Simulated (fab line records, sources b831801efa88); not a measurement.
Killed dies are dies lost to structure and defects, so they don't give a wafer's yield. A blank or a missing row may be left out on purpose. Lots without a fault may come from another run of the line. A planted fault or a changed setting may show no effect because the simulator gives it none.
Which tool did it? | flow sky130 | 12 lots, 35 wafers sampled, at 4 steps of a route of 708

WHAT THE GAUGES READ, wafer by wafer
SKY_FIELD_ISO_THK_MEAS_02. Usual: FIELD_ISO_OXIDATION_00_THK 12.07 nm, standard deviation 0.25.
lot  | measured    | on            | FIELD_ISO_OXIDATION_00_THK (nm) | flag
L164 | day 1 12:15 | film_metro-04 | 12.02 11.85 11.89               |
L166 | day 1 22:02 | film_metro-04 | 12.28 12.00 12.32               |
L167 | day 2 03:34 | film_metro-02 | 10.19 9.99 9.89                 | OFF
L168 | day 2 12:16 | film_metro-01 | 10.58 10.76 10.66               | OFF
L179 | day 4 14:56 | film_metro-04 | 11.85 12.39 12.05               |
L180 | day 4 20:41 | film_metro-01 | 12.05 12.28 12.09               |
L181 | day 5 03:50 | film_metro-01 | 12.11 12.50 12.25               |
L182 | day 5 07:54 | film_metro-02 | 12.13 12.16 12.02               |
L184 | day 5 16:14 | film_metro-04 | 11.71 11.71 11.76               |
L185 | day 5 21:30 | film_metro-01 | 12.08 12.03 12.04               |
L186 | day 6 01:38 | film_metro-02 | 12.07 11.87 11.80               |
L187 | day 6 06:39 | film_metro-01 | 11.86 11.79                     |

SKY_NWELL_OVL_MEAS_23. Usual: NWELL_01_OVL 1.2 nm, standard deviation 1.1.
lot  | measured     | on         | NWELL_01_OVL (nm) | flag
L164 | day 5 16:42  | overlay-02 | 2.0 1.3 1.4       |
L166 | day 6 00:58  | overlay-02 | 3.6 2.9 2.0       |
L167 | day 6 07:14  | overlay-01 | 0.4 0.4 2.2       |
L168 | day 6 11:01  | overlay-01 | 1.2 1.6 0.0       |
L179 | day 9 05:20  | overlay-02 | -0.4 -0.4 1.0     |
L180 | day 9 09:31  | overlay-02 | 1.5 0.7 -0.4      |
L181 | day 9 15:47  | overlay-01 | 2.3 -0.3 1.8      |
L182 | day 10 05:00 | overlay-01 | 0.6 0.4 1.8       |
L184 | day 10 13:57 | overlay-02 | 2.3 2.7 1.1       |
L185 | day 10 18:28 | overlay-02 | 1.0 2.2 2.5       |
L186 | day 11 02:02 | overlay-02 | 1.8 2.2 1.1       |
L187 | day 11 05:31 | overlay-01 | -0.2 0.3          |

SKY_LDD_LDN_TW_MEAS_13. Usual: LDD_LDN_TW 1491, standard deviation 9.3.
lot  | measured     | on            | LDD_LDN_TW     | flag
L164 | day 23 21:40 | film_metro-04 | 1510 1505 1512 |
L166 | day 24 05:25 | film_metro-04 | 1496 1499 1489 |
L167 | day 24 17:46 | film_metro-01 | 1500 1493 1504 |
L168 | day 24 22:58 | film_metro-04 | 1500 1494 1501 |
L179 | day 28 19:37 | film_metro-01 | 1475 1478 1474 |
L180 | day 28 20:08 | film_metro-02 | 1505 1498 1500 |
L181 | day 29 06:55 | film_metro-02 | 1497 1493 1502 |
L182 | day 29 17:48 | film_metro-01 | 1484 1482 1484 |
L184 | day 30 10:10 | film_metro-02 | 1492 1495 1482 |
L185 | day 30 13:06 | film_metro-01 | 1488 1492 1489 |
L186 | day 30 19:46 | film_metro-02 | 1483 1493 1487 |
L187 | day 30 21:20 | film_metro-04 | 1499 1498      |

WHICH TOOL RAN EACH LOT (tool, then ch and the chambers of the sampled wafers, then the start)
lot  | SKY_FIELD_ISO_OXIDATION_01
L164 | furnace-01 ch 0, day 1 10:44
L166 | furnace-02 ch 0, day 1 20:31
L167 | furnace-02 ch 0, day 2 02:02
L168 | furnace-02 ch 0, day 2 10:44
L179 | furnace-01 ch 0, day 4 13:25
L180 | furnace-01 ch 0, day 4 19:11
L181 | furnace-02 ch 0, day 5 02:19
L182 | furnace-02 ch 0, day 5 06:23
L184 | furnace-02 ch 0, day 5 14:43
L185 | furnace-01 ch 0, day 5 19:59
L186 | furnace-02 ch 0, day 6 00:07
L187 | furnace-02 ch 0, day 6 05:07
- SKY_FIELD_ISO_OXIDATION_01: stabilise 600 s, purge 300 s, target thk 12 nm.

WHAT THE TOOLS THEMSELVES READ (means of the sampled wafers that have a number; where no wafer has one, the mark that the record gives instead)
SKY_FIELD_ISO_OXIDATION_01. Usual: ox_temp_c 900.0 C, standard deviation 0.47; spike_tc_upper_C 899.0 C, standard deviation 1.1; zone_power_bottom_pct 26.4 %, standard deviation 1.6.
lot  | tool       | ox_temp_c (C) | spike_tc_upper_C (C) | zone_power_bottom_pct (%) | flag
L164 | furnace-01 | 899.8         | 898.7                | 24.6                      |
L166 | furnace-02 | 900.4         | 898.3                | 27.9                      |
L167 | furnace-02 | 899.6         | 898.9                | 27.8                      |
L168 | furnace-02 | 900.6         | 899.1                | 28.1                      |
L179 | furnace-01 | 899.9         | 898.8                | 24.6                      |
L180 | furnace-01 | 899.8         | 900.1                | 24.8                      |
L181 | furnace-02 | 899.9         | 898.6                | 28.2                      |
L182 | furnace-02 | 900.5         | 899.4                | 27.9                      |
L184 | furnace-02 | 900.0         | 898.9                | 27.7                      |
L185 | furnace-01 | 899.7         | 899.3                | 24.9                      |
L186 | furnace-02 | 900.0         | 899.6                | 27.7                      |
L187 | furnace-02 | 900.0         | 898.4                | 28.0                      |

THE ANSWER, worked out from the rows above alone
Rule: a lot is off if the mean of its wafers that have a number lies more than 3 standard deviations from the usual mean. A lot without any number at a reading at which 4 lots or more have one is off too. The other lots that the step has rows for count as sound. The gauges are gone through in route order, then the tools' own readings, and for those a lot's mean is taken as printed above. The first step at which some lot is off is used, and at that step the reading that is off furthest; a lot without a number counts as furthest.
Off: L167, L168, at SKY_FIELD_ISO_THK_MEAS_02 (FIELD_ISO_OXIDATION_00_THK).
A tool fits if, at a process step before that reading, it ran every lot that is off, and no sound lot after the first of them. The gauges at SKY_FIELD_ISO_THK_MEAS_02 are tried like those tools. None of those tried fits.

WHAT THE SIMULATOR HAD PUT IN
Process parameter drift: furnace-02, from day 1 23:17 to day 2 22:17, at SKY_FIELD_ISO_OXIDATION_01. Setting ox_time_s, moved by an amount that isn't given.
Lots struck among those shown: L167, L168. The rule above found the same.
